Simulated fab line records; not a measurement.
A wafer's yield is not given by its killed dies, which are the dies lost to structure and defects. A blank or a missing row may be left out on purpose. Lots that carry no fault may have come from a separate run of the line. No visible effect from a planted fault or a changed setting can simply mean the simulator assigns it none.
Comparing a struck lot with a sound one + flow sky130 + 45 steps out of a route of 708
Sound: the wafers L297.2, L297.3, L297.4. Struck: wafers L287.1, L287.4, L287.5. The cause comes at the end.
Per side, at each step with rows, come the tool, then ch with its chambers, and then its first start. Under that, the readings that differ: sound wafers + struck wafers + difference of the means + sigmas: that difference in standard deviations of wafers without a fault.
alike: readings whose means differ by less than 2 such deviations, and words and numbers that are the same on both sides. not compared: withheld readings, readings that some wafer has no value for, bounds like >300 that may hide the same value, and numbers for which the record gives no deviation and whose values overlap.
Wherever a step has rows on one side only, a row that says differs or no value, or a row with sigmas, the two part there. Non-overlapping numbers with no deviation appear without sigmas and do not part them. A reading that every wafer of one side lacks parts them only if that side has two wafers or more.

first, 6 steps without rows for these wafers: SKY_VT_ADJUST_LVTN_HMDS_12 (prime time 60 s); SKY_VT_ADJUST_LVTN_COAT_13 (resist thk 1140 nm); SKY_VT_ADJUST_LVTN_SOFTBAKE_14 (time 60 s); SKY_VT_ADJUST_LVTN_EXPOSE_15 (exposes mask HVN STD DERIVED, target cd 600 nm); SKY_VT_ADJUST_LVTN_PEB_16; SKY_VT_ADJUST_LVTN_DEVELOP_17 (develop time 60 s).
SKY_VT_ADJUST_LVTN_OVL_MEAS_18:
  sound on overlay-02, day 12 16:32; struck on overlay-01, day 9 14:53
  alike: VT_ADJUST_LVTN_01_OVL
next, for these wafers, 1 step has no rows: SKY_VT_ADJUST_LVTN_IMPLANT_19.
SKY_VT_ADJUST_LVTN_STRIP_20: strips in O2/N2.
  sound on plasma asher-03 ch 0,1, day 12 16:43; struck on plasma asher-03 ch 0,1, day 9 15:45
  alike: drypump motor current A, oes product au, strip time to endpoint s
  not compared: rf hours counter h
SKY_VT_ADJUST_LVTN_TW_MEAS_21:
  sound on film metro-04, day 12 16:49; struck on film metro-01, day 9 15:51
  alike: VT_ADJUST_LVTN_2_TW
then, 2 steps without rows for these wafers: SKY_VT_ADJUST_NCORE_DEHYDRATE_00 (time 60 s); SKY_VT_ADJUST_NCORE_HMDS_01 (prime time 60 s).
SKY_VT_ADJUST_NCORE_COAT_02: resist thk 1140 nm.
  struck on litho track-03, day 10 02:22; sound on litho track-04 ch 0, day 13 04:59
  no value came back on the struck wafers for chill plate temp C (C), dispense pressure kPa (kPa); on the sound wafers chill plate temp C (C) reads 23.05 23.07 22.92
then, 4 steps without rows for these wafers: SKY_VT_ADJUST_NCORE_SOFTBAKE_03 (time 60 s); SKY_VT_ADJUST_NCORE_EXPOSE_04 (exposes mask LVTN COMPLEMENT THIN, target cd 380 nm); SKY_VT_ADJUST_NCORE_PEB_05; SKY_VT_ADJUST_NCORE_DEVELOP_06 (develop time 60 s).
SKY_VT_ADJUST_NCORE_CD_MEAS_07: target cd 380 nm.
  sound on cd sem-01, day 13 17:54; struck on cd sem-01, day 10 14:14
| reading    | sound             | struck | difference                    | sigmas |
|------------|-------------------|--------|-------------------------------|--------|
| cd nm (nm) | 380.8 380.4 382.1 | - - -  | no value on the struck wafers |        |
SKY_VT_ADJUST_NCORE_OVL_MEAS_08:
  sound on overlay-02, day 13 18:01; struck on overlay-02, day 10 14:21
| reading                  | sound         | struck | difference                    | sigmas |
|--------------------------|---------------|--------|-------------------------------|--------|
| VT_ADJUST_NCORE_OVL (nm) | -0.1 1.7 -0.7 | - - -  | no value on the struck wafers |        |
next, for these wafers, 1 step has no rows: SKY_VT_ADJUST_NCORE_IMPLANT_09.
SKY_VT_ADJUST_NCORE_STRIP_10: strips in O2/N2.
  sound on plasma asher-04 ch 0,1, day 13 18:11; struck on plasma asher-01 ch 0,1, day 10 14:32
  no value came back on the struck wafers for oes product au (a.u.), strip time to endpoint s (s); on the sound wafers oes product au (a.u.) reads 0.718 0.718 0.724
  alike: drypump motor current A
  not compared: rf hours counter h
SKY_VT_ADJUST_NCORE_TW_MEAS_11:
  sound on film metro-01, day 13 18:18; struck on film metro-01, day 10 14:38
  alike: VT_ADJUST_NCORE_TW
then, 7 steps without rows for these wafers: SKY_VT_ADJUST_HVTR_DEHYDRATE_00 (time 60 s); SKY_VT_ADJUST_HVTR_HMDS_01 (prime time 60 s); SKY_VT_ADJUST_HVTR_COAT_02 (resist thk 1140 nm); SKY_VT_ADJUST_HVTR_SOFTBAKE_03 (time 60 s); SKY_VT_ADJUST_HVTR_EXPOSE_04 (exposes mask HVTRM, target cd 380 nm); SKY_VT_ADJUST_HVTR_PEB_05; SKY_VT_ADJUST_HVTR_DEVELOP_06 (develop time 59.11 s).
SKY_VT_ADJUST_HVTR_CD_MEAS_07: target cd 380 nm.
  sound on cd sem-02, day 14 20:56; struck on cd sem-02, day 11 13:39
  alike: cd nm
SKY_VT_ADJUST_HVTR_OVL_MEAS_08:
  sound on overlay-01, day 14 21:03; struck on overlay-02, day 11 13:46
  alike: VT_ADJUST_HVTR_OVL
next, for these wafers, 1 step has no rows: SKY_VT_ADJUST_HVTR_IMPLANT_09.
SKY_VT_ADJUST_HVTR_STRIP_10: strips in O2/N2.
  sound on plasma asher-01 ch 0,1, day 14 21:14; struck on plasma asher-01 ch 0,1, day 11 13:58
  alike: drypump motor current A, oes product au, strip time to endpoint s
  not compared: rf hours counter h
SKY_VT_ADJUST_HVTR_TW_MEAS_11:
  sound on film metro-02, day 14 21:20; struck on film metro-04, day 11 14:04
| reading           | sound             | struck            | difference | sigmas |
|-------------------|-------------------|-------------------|------------|--------|
| VT_ADJUST_HVTR_TW | 208.8 209.0 209.2 | 261.6 262.1 261.9 | +52.9      | +35    |
then, 7 steps without rows for these wafers: SKY_VT_ADJUST_PCH_DEHYDRATE_00 (time 60 s); SKY_VT_ADJUST_PCH_HMDS_01 (prime time 60 s); SKY_VT_ADJUST_PCH_COAT_02 (resist thk 3000 nm); SKY_VT_ADJUST_PCH_SOFTBAKE_03; SKY_VT_ADJUST_PCH_EXPOSE_04 (exposes mask NWM, target cd 840 nm); SKY_VT_ADJUST_PCH_PEB_05; SKY_VT_ADJUST_PCH_DEVELOP_06 (develop time 60 s).
SKY_VT_ADJUST_PCH_OVL_MEAS_07:
  sound on overlay-01, day 16 00:16; struck on overlay-02, day 12 14:34
  alike: VT_ADJUST_PCH_OVL
SKY_VT_ADJUST_PCH_TW_MEAS_10:
  sound on film metro-04, day 16 00:33; struck on film metro-04, day 12 14:51
| reading          | sound             | struck            | difference | sigmas |
|------------------|-------------------|-------------------|------------|--------|
| VT_ADJUST_PCH_TW | 141.8 141.7 142.0 | 230.1 230.6 230.1 | +88.4      | +55    |
SKY_SONOS_TUNNEL_TW_MEAS_12:
  sound on film metro-01, day 17 05:58; struck on film metro-04, day 13 16:18
| reading         | sound             | struck            | difference | sigmas |
|-----------------|-------------------|-------------------|------------|--------|
| SONOS_TUNNEL_TW | 196.6 196.9 196.6 | 251.9 251.6 252.0 | +55.1      | +39    |
-- the record jumps here: 34 days lie between the struck wafers' starts before and after (it left off in module SONOS_TUNNEL and takes up again in module PAD_OPEN, whose first step shown is number 708 of the route) --
SKY_PAD_OPEN_PROBE_99:
  sound on prober-02, day 49 20:36; struck on prober-02, day 47 14:28
| reading             | sound    | struck      | difference | sigmas |
|---------------------|----------|-------------|------------|--------|
| killed at front end | 20 18 14 | 407 411 404 | +390       | +91    |
| killed dies         | 92 93 88 | 492 492 492 | +401       | +46    |
| killed on rim       | 18 16 14 | 96 96 96    | +80        | +21    |
  alike: killed_at_M0_to_M3, killed_at_M4_up, killed at contacts, killed at other, killed open, killed short

WHERE THEY PART
Last at SKY_PAD_OPEN_PROBE_99 as far as this record goes, first at SKY_VT_ADJUST_NCORE_COAT_02.

WHY: the cause the simulator had injected
Whole step skipped at SKY_VT_ADJUST_NCORE_COAT_02 on litho track-03, starting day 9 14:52. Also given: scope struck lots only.
